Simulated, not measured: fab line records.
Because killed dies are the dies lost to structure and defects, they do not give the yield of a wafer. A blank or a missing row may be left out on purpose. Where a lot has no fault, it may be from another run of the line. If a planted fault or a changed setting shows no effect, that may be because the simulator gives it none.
fab line records	flow sfq_line
record lots=6	wafers=18	last_day=77
route steps=325 shown I0@47 M1@58 I1@73 M2@88 M8@325
lots untouched by any fault: they come from a run of this same line in which no faults occurred
start_h: hours from the record's first day to the start of the lot's first wafer shown	wait_h: time in hours since the lot's previous step	" the same as in the row above	L1.1+2: a single row standing in for several wafers	- no value, or no start was given	* or withheld: withheld	< > ~ a bound
route shown NAME@n: NAME is a module with steps in the file, n the number in the route of the first one	usual: average and standard deviation across the fault-free wafers	same: alike in all rows	chamber/n: place in a boat	sites: readings site by site	_std_site: standard deviation across them	_edge_site: mean of outer sites minus mean of inner sites	radius_mm: for every site, how far away it sits from the centre of the wafer	mask NAME#n: copy n	behind: the most recent tool/chamber to have shaped the wafer	hold: why the lot was held/for how many hours/how that ended	device: transistor that didn't switch, given as n, p or np	end of line: at the end of the route, the tests of the same wafers	where a step has no rows: the recipe by itself	killed: count of dies lost to structure and defects at first sort (not the wafer's yield)	map: per-die view of a wafer (x killed, . not killed, _ where there is no die)
set.NAME: the run value of the setting; set.NAME@STEP: its run value at that earlier step	model.NAME: the simulator's own value behind a step, which no gauge read
lots at selected steps of the route; one table per step, one row per wafer
services: a tool's chamber out of use, with start hour (start_h, from the record's first day; less than 0 if before it), hours out, and reason
## steps
# step SFQ_TRILAYER_I0_VIA_LITHO_COAT_036
# recipe resist=BARC	spin_rpm=3000	resist_thk_nm=62
# step SFQ_TRILAYER_I0_VIA_LITHO_COAT_031
# recipe resist=KrF	spin_rpm=3000	resist_thk_nm=650
# step SFQ_TRILAYER_I0_VIA_LITHO_SOFTBAKE_035
# recipe temp_c=withheld	time_s=withheld	resist=KrF
# step SFQ_TRILAYER_I0_VIA_LITHO_EXPOSE_032
# recipe mask_id=I0	na=0.6	source_shape=conventional	sigma_outer=0.65	target_cd_nm=500	dose_mj=21.3
# step SFQ_TRILAYER_I0_VIA_LITHO_PEB_034
# recipe peb_temp_c=115	peb_time_s=60	resist=KrF
# step SFQ_TRILAYER_I0_VIA_LITHO_DEVELOP_033
# recipe time_s=60	resist=KrF
# step SFQ_I0_OVL_MEAS_908
# usual I0_OVL=2/5.5
lot.wafer	tool	chamber	start_h	wait_h	I0_OVL[nm]
L582.3	overlay-02	-	227.91	0.1	-1
L582.4	"	-	"	"	-13
L582.5	"	-	"	"	-8
L586.1	overlay-02	-	273.48	0.1	4
L586.2	"	-	"	"	2
L586.4	"	-	"	"	4
L595.1	overlay-02	-	323.88	0.1	16
L595.3	"	-	"	"	9
L595.5	"	-	"	"	16
L597.1	overlay-01	-	342.98	0.1	7
L597.2	"	-	"	"	8
L597.5	"	-	"	"	9
L599.2	overlay-01	-	357.39	0.1	13
L599.5	"	-	"	"	3
L599.6	"	-	"	"	11
L600.3	overlay-02	-	364.59	0.1	-5
L600.5	"	-	"	"	-4
L600.6	"	-	"	"	2
# step SFQ_TRILAYER_I0_VIA_BARC_OPEN_VIA_ETCH_046
# recipe mask_material=PR	chemistry=O2	target_depth_nm=125	target=BARC	source_w=500	bias_w=80	pressure_mtorr=30	time_s=41.7
# step SFQ_TRILAYER_I0_VIA_ETCH_VIA_ETCH_034
# recipe target=SiO2	stop_on=Nb	mask_material=PR	taper_deg=20	chemistry=CHF3	target_depth_nm=260	source_w=500	bias_w=80	pressure_mtorr=30	time_s=withheld
# usual drypump_motor_current_A=5.9/0.54	oes_product_au=0.853/0.0057
lot.wafer	tool	chamber	start_h	wait_h	drypump_motor_current_A	oes_product_au
L582.3	rie_diel-04	3	227.97	0.0	5.7	0.854
L582.4	"	0	"	"	6.2	0.859
L582.5	"	0	"	"	6.2	0.852
L586.1	rie_diel-03	3	273.56	0.0	4.9	0.845
L586.2	"	2	"	"	6.2	0.850
L586.4	"	0	"	"	6.3	0.861
L595.1	rie_diel-04	0	323.96	0.0	6.2	0.843
L595.3	"	1	"	"	5.7	0.844
L595.5	"	2	"	"	6.7	0.846
L597.1	rie_diel-04	3	343.06	0.0	5.7	0.852
L597.2	"	2	"	"	6.7	0.864
L597.5	"	1	"	"	5.7	0.851
L599.2	rie_diel-01	3	357.46	0.0	5.9	0.859
L599.5	"	1	"	"	6.0	0.853
L599.6	"	0	"	"	4.9	0.856
L600.3	rie_diel-03	1	364.66	0.0	6.4	0.862
L600.5	"	0	"	"	6.3	0.856
L600.6	"	3	"	"	4.9	0.858
# step SFQ_TRILAYER_I0_VIA_STRIP_STRIP_035
# recipe gas=O2	power_w=200	platen_temp_c=40	overash_fraction=0.65	chemistry=O2	pressure_mtorr=50
# usual drypump_motor_current_A=6.0/0.31	oes_product_au=0.995/0.011
lot.wafer	tool	chamber	start_h	wait_h	drypump_motor_current_A	oes_product_au	rf_hours_counter_h
L582.3	rie_metal-02	0	228.29	-	5.6	1.001	-
L582.4	"	1	"	"	5.8	1.010	-
L582.5	"	1	"	"	5.8	1.019	-
L586.1	rie_metal-02	1	273.67	-	5.7	1.006	35
L586.2	"	0	"	"	5.6	0.981	127
L586.4	"	0	"	"	5.6	1.001	-
L595.1	rie_metal-03	1	324.07	-	6.6	0.990	5
L595.3	"	0	"	"	5.9	0.992	-
L595.5	"	0	"	"	5.9	0.992	-
L597.1	rie_metal-04	0	343.17	-	5.9	0.982	43
L597.2	"	1	"	"	6.1	0.991	78
L597.5	"	0	"	"	5.9	0.971	-
L599.2	rie_metal-02	0	357.57	-	5.5	1.006	144
L599.5	"	1	"	"	5.8	0.993	-
L599.6	"	0	"	"	5.6	1.009	-
L600.3	rie_metal-04	0	364.97	-	5.8	0.988	-
L600.5	"	1	"	"	6.1	1.009	-
L600.6	"	0	"	"	5.8	0.991	-
# step SFQ_TRILAYER_I0_VIA_STRIP_SOLV_CLEAN_036
# recipe chemistry=NMP	temp_c=70	time_s=600
# step SFQ_TRILAYER_M1_DEP_PRE_CLEAN_038
# recipe gas=Ar	time_s=22.5	bias_v=250
# step SFQ_TRILAYER_M1_DEP_SPUTTER_037
# recipe material=Nb	base_pressure_pa=1.33e-06	chamber_pressure_pa=0.1333	substrate_temp_c=20	resputter_cathode_voltage_v=400	target_thk_nm=200	power_w=2000	time_s=133.3
# usual cathode_dc_power_W=2000.0/0.35	throttle_valve_pct=29.9/0.74
lot.wafer	tool	chamber	start_h	wait_h	cathode_dc_power_W	throttle_valve_pct	model.Nb_of_TRILAYER_M1_DEP_SPUTTER_037.thk_nm
L582.3	pvd_sputter-06	-	228.89	0.0	1999.7	29.6	197.3
L582.4	"	-	"	"	2000.4	29.8	195.6
L582.5	"	-	"	"	2000.3	29.8	195.3
L586.1	pvd_sputter-03	-	274.47	0.0	1999.3	29.7	198.1
L586.2	"	-	"	"	1999.5	31.0	192.6
L586.4	"	-	"	"	2000.7	30.9	195.3
L595.1	pvd_sputter-06	-	324.87	0.0	3016.9	29.7	299.1
L595.3	"	-	"	"	3017.0	29.6	296.8
L595.5	"	-	"	"	3016.6	29.4	298.2
L597.1	pvd_sputter-06	-	343.98	0.0	3017.1	30.0	295.2
L597.2	"	-	"	"	3016.8	29.9	298.9
L597.5	"	-	"	"	3017.0	30.0	296
L599.2	pvd_sputter-05	-	358.37	0.0	2000.4	30.2	199.6
L599.5	"	-	"	"	1999.7	29.8	197.8
L599.6	"	-	"	"	2000.1	29.6	198.3
L600.3	pvd_sputter-03	-	365.57	0.0	2000.7	29.6	201
L600.5	"	-	"	"	1999.7	30.7	201.2
L600.6	"	-	"	"	1999.8	31.2	199.7
# step SFQ_M1_RS_MEAS_909
# recipe thk_meas_gauge=four-point-probe	reads=Nb_of_TRILAYER_M1_DEP_SPUTTER_037
# usual M1_NB_RS=0.900/0.017
lot.wafer	tool	chamber	start_h	wait_h	hold	M1_NB_RS[ohm/sq]
L582.3	film_metro-02	-	229.02	0.1	-	0.903
L582.4	"	-	"	"	-	0.909
L582.5	"	-	"	"	-	0.912
L586.1	film_metro-03	-	274.56	0.0	-	0.900
L586.2	"	-	"	"	-	0.925
L586.4	"	-	"	"	-	0.913
L595.1	film_metro-02	-	324.96	0.0	await_dispo/0.2h/release	0.592
L595.3	"	-	"	"	await_dispo/0.2h/release	0.597
L595.5	"	-	"	"	await_dispo/0.2h/release	0.595
L595.1	film_metro-02	-	325.25	0.3	-	0.593
L595.3	"	-	"	"	-	0.598
L595.5	"	-	"	"	-	0.594
L597.1	film_metro-04	-	344.07	0.0	await_dispo/0.2h/release	0.600
L597.2	"	-	"	"	await_dispo/0.2h/release	0.594
L597.5	"	-	"	"	await_dispo/0.2h/release	0.601
L597.1	film_metro-04	-	344.36	0.3	-	0.601
L597.2	"	-	"	"	-	0.593
L597.5	"	-	"	"	-	0.597
L599.2	film_metro-03	-	358.48	0.1	-	0.891
L599.5	"	-	"	"	-	0.898
L599.6	"	-	"	"	-	0.899
L600.3	film_metro-02	-	365.70	0.1	-	0.886
L600.5	"	-	"	"	-	0.884
L600.6	"	-	"	"	-	0.890
# step SFQ_TRILAYER_M1_LITHO_COAT_039
# recipe resist=KrF	spin_rpm=3000	resist_thk_nm=600
# step SFQ_TRILAYER_M1_LITHO_SOFTBAKE_043
# recipe temp_c=withheld	time_s=withheld	resist=KrF
# step SFQ_TRILAYER_M1_LITHO_EXPOSE_040
# recipe mask_id=M1	na=0.6	source_shape=conventional	sigma_outer=0.65	target_cd_nm=500	dose_mj=14.4
# step SFQ_TRILAYER_M1_LITHO_PEB_042
# recipe peb_temp_c=115	peb_time_s=60	resist=KrF
# step SFQ_TRILAYER_M1_LITHO_DEVELOP_041
# recipe time_s=60	resist=KrF
# step SFQ_M1_OVL_MEAS_911
# usual M1_OVL=0/5.6
lot.wafer	tool	chamber	start_h	wait_h	M1_OVL[nm]
L582.3	overlay-01	-	286.69	0.1	-11
L582.4	"	-	"	"	-3
L582.5	"	-	"	"	-10
L586.1	overlay-02	-	333.70	0.1	-7
L586.2	"	-	"	"	-3
L586.4	"	-	"	"	-1
L595.1	overlay-02	-	392.93	0.1	5
L595.3	"	-	"	"	-4
L595.5	"	-	"	"	0
L597.1	overlay-02	-	412.13	0.1	0
L597.2	"	-	"	"	-3
L597.5	"	-	"	"	-1
L599.2	overlay-01	-	428.94	0.1	-1
L599.5	"	-	"	"	3
L599.6	"	-	"	"	2
L600.3	overlay-01	-	437.34	0.1	4
L600.5	"	-	"	"	2
L600.6	"	-	"	"	6
# step SFQ_TRILAYER_M1_BARC_OPEN_METAL_ETCH_054
# recipe mask_material=PR	chemistry=O2	target_depth_nm=125	target=BARC	icp_w=600	bias_w=80	pressure_mtorr=10	time_s=41.7
# step SFQ_TRILAYER_M1_ETCH_METAL_ETCH_042
# recipe target=Nb	stop_on=SiO2	mask_material=PR	chemistry=Cl2/Ar	target_depth_nm=240	icp_w=600	bias_w=80	pressure_mtorr=10	time_s=120
# usual drypump_motor_current_A=6.17/0.28	oes_product_au=0.889/0.01
lot.wafer	tool	chamber	start_h	wait_h	drypump_motor_current_A	oes_product_au	rf_hours_counter_h
L582.3	rie_metal-01	0	286.82	0.1	6.16	0.887	-
L582.4	"	1	"	"	6.30	0.877	-
L582.5	"	0	"	"	6.16	0.888	-
L586.1	rie_metal-03	1	333.80	0.0	6.59	0.890	7
L586.2	"	0	"	"	5.91	0.873	49
L586.4	"	0	"	"	5.89	0.887	-
L595.1	rie_metal-03	0	393.03	0.0	5.92	0.989	57
L595.3	"	1	"	"	6.61	0.997	-
L595.5	"	1	"	"	6.59	1.003	-
L597.1	rie_metal-03	1	412.23	0.0	6.61	1.010	20
L597.2	"	0	"	"	5.90	0.993	62
L597.5	"	0	"	"	5.91	0.999	-
L599.2	rie_metal-03	0	429.03	0.0	5.90	0.882	65
L599.5	"	1	"	"	6.63	0.887	-
L599.6	"	0	"	"	5.91	0.891	-
L600.3	rie_metal-04	1	437.47	0.1	6.08	0.890	-
L600.5	"	1	"	"	6.08	0.900	-
L600.6	"	0	"	"	5.85	0.888	-
# step SFQ_TRILAYER_M1_STRIP_STRIP_043
# recipe gas=O2	power_w=200	platen_temp_c=40	overash_fraction=0.65	chemistry=O2	pressure_mtorr=50
# step SFQ_TRILAYER_M1_STRIP_SOLV_CLEAN_044
# recipe chemistry=NMP	temp_c=70	time_s=600
# step SFQ_TRILAYER_I1_DEP_PECVD_045
# recipe material=SiO2	temp_c=150	time_s=111.11	pressure_torr=2.4	rf_w=183.3	precursor=SiH4/N2O	target_thk_nm=500
# step SFQ_TRILAYER_I1_CMP_CMP_046
# recipe material=SiO2	down_force_psi=3	platen_rpm=60	pad_velocity_m_s=0.94248
# step SFQ_I1_BOW_MEAS_912
# recipe mode=bow
# usual I1_BOW=1/7.9
lot.wafer	tool	chamber	start_h	wait_h	I1_BOW[um]
L582.3	film_metro-02	-	293.01	1.0	-1
L582.4	"	-	"	"	11
L582.5	"	-	"	"	1
L586.1	film_metro-02	-	340.00	1.0	-1
L586.2	"	-	"	"	0
L586.4	"	-	"	"	-1
L595.1	film_metro-02	-	398.80	1.5	16
L595.3	"	-	"	"	11
L595.5	"	-	"	"	4
L597.1	film_metro-01	-	418.60	1.5	3
L597.2	"	-	"	"	-2
L597.5	"	-	"	"	-5
L599.2	film_metro-04	-	433.62	1.5	-15
L599.5	"	-	"	"	-4
L599.6	"	-	"	"	0
L600.3	film_metro-04	-	441.44	1.5	-10
L600.5	"	-	"	"	-10
L600.6	"	-	"	"	-8
# step SFQ_TRILAYER_I1_METRO_MEASURE_047
# usual thk_nm=199.7/1.3
lot.wafer	tool	chamber	start_h	wait_h	thk_nm
L582.3	film_metro-02	-	293.49	0.5	199.8
L582.4	"	-	"	"	199.3
L582.5	"	-	"	"	198.9
L586.1	film_metro-02	-	340.12	0.1	200.7
L586.2	"	-	"	"	199.2
L586.4	"	-	"	"	199.3
L595.1	film_metro-02	-	398.92	0.1	199.6
L595.3	"	-	"	"	199.2
L595.5	"	-	"	"	200.5
L597.1	film_metro-01	-	418.72	0.1	199.0
L597.2	"	-	"	"	196.8
L597.5	"	-	"	"	199.7
L599.2	film_metro-04	-	433.92	0.3	201.3
L599.5	"	-	"	"	200.6
L599.6	"	-	"	"	199.2
L600.3	film_metro-04	-	441.92	0.5	200.8
L600.5	"	-	"	"	201.5
L600.6	"	-	"	"	200.7
# step SFQ_TRILAYER_I1_VIA_LITHO_COAT_054
# recipe resist=BARC	spin_rpm=3000	resist_thk_nm=62
# step SFQ_TRILAYER_I1_VIA_LITHO_COAT_049
# recipe resist=KrF	spin_rpm=3000	resist_thk_nm=650
# step SFQ_TRILAYER_I1_VIA_LITHO_SOFTBAKE_053
# recipe temp_c=withheld	time_s=withheld	resist=KrF
# step SFQ_TRILAYER_I1_VIA_LITHO_EXPOSE_050
# recipe mask_id=I1	na=0.6	source_shape=conventional	sigma_outer=0.65	target_cd_nm=500	dose_mj=21.3
# step SFQ_TRILAYER_I1_VIA_LITHO_PEB_052
# recipe peb_temp_c=115	peb_time_s=60	resist=KrF
# step SFQ_TRILAYER_I1_VIA_LITHO_DEVELOP_051
# recipe time_s=60	resist=KrF
# step SFQ_I1_OVL_MEAS_913
# usual I1_OVL=2/5.4
lot.wafer	tool	chamber	start_h	wait_h	I1_OVL[nm]
L582.3	overlay-01	-	378.71	0.1	6
L582.4	"	-	"	"	6
L582.5	"	-	"	"	8
L586.1	overlay-01	-	427.70	0.1	11
L586.2	"	-	"	"	12
L586.4	"	-	"	"	4
L595.1	overlay-02	-	489.65	0.1	5
L595.3	"	-	"	"	-1
L595.5	"	-	"	"	4
L597.1	overlay-02	-	511.35	0.1	16
L597.2	"	-	"	"	15
L597.5	"	-	"	"	19
L599.2	overlay-02	-	528.16	0.1	4
L599.5	"	-	"	"	1
L599.6	"	-	"	"	6
L600.3	overlay-01	-	535.53	0.1	2
L600.5	"	-	"	"	1
L600.6	"	-	"	"	1
# step SFQ_TRILAYER_I1_VIA_BARC_OPEN_VIA_ETCH_071
# recipe mask_material=PR	chemistry=O2	target_depth_nm=125	target=BARC	source_w=500	bias_w=80	pressure_mtorr=30	time_s=41.7
# usual drypump_motor_current_A=6.0/0.53	oes_product_au=0.685/0.0048
lot.wafer	tool	chamber	start_h	wait_h	drypump_motor_current_A	oes_product_au	rf_hours_counter_h
L582.3	rie_diel-02	2	378.74	0.0	5.8	0.677	47
L582.4	"	0	"	"	5.6	0.684	0
L582.5	"	0	"	"	5.6	0.689	-
L586.1	rie_diel-03	1	427.74	0.0	6.3	0.685	45
L586.2	"	0	"	"	6.3	0.682	8
L586.4	"	0	"	"	6.3	0.683	-
L595.1	rie_diel-02	1	489.69	0.0	5.5	0.697	10
L595.3	"	2	"	"	5.8	0.682	49
L595.5	"	2	"	"	5.8	0.690	-
L597.1	rie_diel-03	2	511.39	0.0	6.2	0.697	2
L597.2	"	1	"	"	6.3	0.685	46
L597.5	"	1	"	"	6.4	0.688	-
L599.2	rie_diel-03	1	528.19	0.0	6.3	0.684	47
L599.5	"	0	"	"	6.3	0.677	-
L599.6	"	3	"	"	4.9	0.684	-
L600.3	rie_diel-02	3	535.55	0.0	6.8	0.678	37
L600.5	"	3	"	"	6.8	0.692	-
L600.6	"	2	"	"	5.8	0.680	-
# step SFQ_TRILAYER_I1_VIA_ETCH_VIA_ETCH_052
# recipe target=SiO2	stop_on=Nb	mask_material=PR	taper_deg=20	chemistry=CHF3	target_depth_nm=260	source_w=500	bias_w=80	pressure_mtorr=30	time_s=withheld
# usual drypump_motor_current_A=6.0/0.52	oes_product_au=0.854/0.0057
lot.wafer	tool	chamber	start_h	wait_h	drypump_motor_current_A	oes_product_au
L582.3	rie_diel-02	2	378.78	0.0	5.8	0.850
L582.4	"	0	"	"	5.6	0.854
L582.5	"	0	"	"	5.6	0.867
L586.1	rie_diel-03	1	427.78	0.0	6.4	0.866
L586.2	"	0	"	"	6.3	0.847
L586.4	"	0	"	"	6.3	0.859
L595.1	rie_diel-02	1	489.73	0.0	5.6	0.853
L595.3	"	2	"	"	5.8	0.850
L595.5	"	2	"	"	5.8	0.856
L597.1	rie_diel-03	2	511.43	0.0	6.3	0.850
L597.2	"	1	"	"	6.4	0.842
L597.5	"	1	"	"	6.3	0.852
L599.2	rie_diel-03	1	528.23	0.0	6.3	0.857
L599.5	"	0	"	"	6.3	0.864
L599.6	"	3	"	"	4.9	0.852
L600.3	rie_diel-02	3	535.59	0.0	6.8	0.859
L600.5	"	3	"	"	6.8	0.857
L600.6	"	2	"	"	5.8	0.853
# step SFQ_TRILAYER_I1_VIA_STRIP_STRIP_053
# recipe gas=O2	power_w=200	platen_temp_c=40	overash_fraction=0.65	chemistry=O2	pressure_mtorr=50
# step SFQ_TRILAYER_I1_VIA_STRIP_SOLV_CLEAN_054
# recipe chemistry=NMP	temp_c=70	time_s=600
# step SFQ_TRILAYER_M2_DEP_PRE_CLEAN_056
# recipe gas=Ar	time_s=22.5	bias_v=250
# step SFQ_M8_BOW_MEAS_951
# recipe mode=bow
# usual M8_BOW=10/12
lot.wafer	tool	chamber	start_h	wait_h	M8_BOW[um]	model.etest.m1.comb_log10_ohm	model.etest.m1.ohm_sq
L582.3	film_metro-03	-	1611.35	0.0	9	12	0.9026
L582.4	"	-	"	"	20	12	0.9102
L582.5	"	-	"	"	10	12	0.9116
L586.1	film_metro-04	-	1637.52	0.0	8	12	0.8988
L586.2	"	-	"	"	9	12	0.9245
L586.4	"	-	"	"	8	12	0.9119
L595.1	film_metro-04	-	1767.65	0.0	6	0	0.5952
L595.3	"	-	"	"	-1	0	0.5998
L595.5	"	-	"	"	-7	0	0.597
L597.1	film_metro-03	-	1777.25	0.0	24	0	0.6032
L597.2	"	-	"	"	20	0	0.5957
L597.5	"	-	"	"	16	0	0.6015
L599.2	film_metro-03	-	1851.68	0.0	5	12	0.8919
L599.5	"	-	"	"	15	12	0.9
L599.6	"	-	"	"	19	12	0.898
L600.3	film_metro-04	-	1855.30	0.0	-5	12	0.8857
L600.5	"	-	"	"	-6	12	0.8849
L600.6	"	-	"	"	-3	12	0.8916
## services
tool	chamber	start_h	hours	kind
film_metro-02	-	210.86	0.3	pm
rie_diel-04	2	216.47	1.9	repair
film_metro-04	-	216.73	3.3	repair
rie_metal-04	-	225.93	14.6	pm
rie_metal-04	-	250.74	4.3	pm
rie_metal-04	-	257.96	6.2	repair
pvd_sputter-06	-	280.26	1.1	repair
rie_metal-04	-	311.05	6.7	repair
film_metro-02	-	329.10	0.5	pm
film_metro-02	-	330.85	1.2	pm
rie_metal-03	-	355.80	14.6	pm
rie_metal-02	-	384.48	4.3	pm
rie_diel-02	2	401.20	1.6	repair
rie_diel-04	2	410.16	2.3	repair
rie_diel-02	0	413.35	8.6	repair
rie_metal-02	-	415.13	0.5	repair
rie_diel-04	2	424.38	11.9	repair
rie_diel-03	0	447.18	4.3	repair
rie_diel-03	1	451.00	3.9	repair
film_metro-02	-	454.75	1.8	pm
rie_diel-03	-	499.54	4.3	pm
rie_diel-04	1	503.05	5.0	repair
rie_diel-02	-	505.15	2.8	pm
rie_diel-03	0	518.97	8.1	repair
## key
first_sign step=SFQ_TRILAYER_M1_DEP_SPUTTER_037	reading=cathode_dc_power_W	direction=up	sigmas=99+	usual=2000.0	struck=3016.9
effect step=SFQ_M1_RS_MEAS_909	reading=visit	direction=added
effect step=SFQ_M1_RS_MEAS_909	reading=M1_NB_RS	direction=down	sigmas=18	usual=0.900	struck=0.596
effect step=SFQ_TRILAYER_M1_ETCH_METAL_ETCH_042	reading=oes_product_au	direction=up	sigmas=11	usual=0.889	struck=0.999
model_effect step=SFQ_TRILAYER_M1_DEP_SPUTTER_037	value=Nb_of_TRILAYER_M1_DEP_SPUTTER_037.thk_nm	without=195.7	struck=297.4
model_effect step=SFQ_M8_BOW_MEAS_951	value=etest.m1.comb_log10_ohm	without=12	struck=0
met_at SFQ_TRILAYER_M1_DEP_SPUTTER_037
struck_wafers L595.1,L595.3,L595.5,L597.1,L597.2,L597.5
onset_between 228.89 324.87
fault kind=process_parameter_drift	tool=pvd_sputter-06	chamber=-	onset_h=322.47	steps=SFQ_TRILAYER_M1_DEP_SPUTTER_037	channel=power_w	offset=1017	shape=step	end_h=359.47	acts_in=these_recipes_only	stated=2000
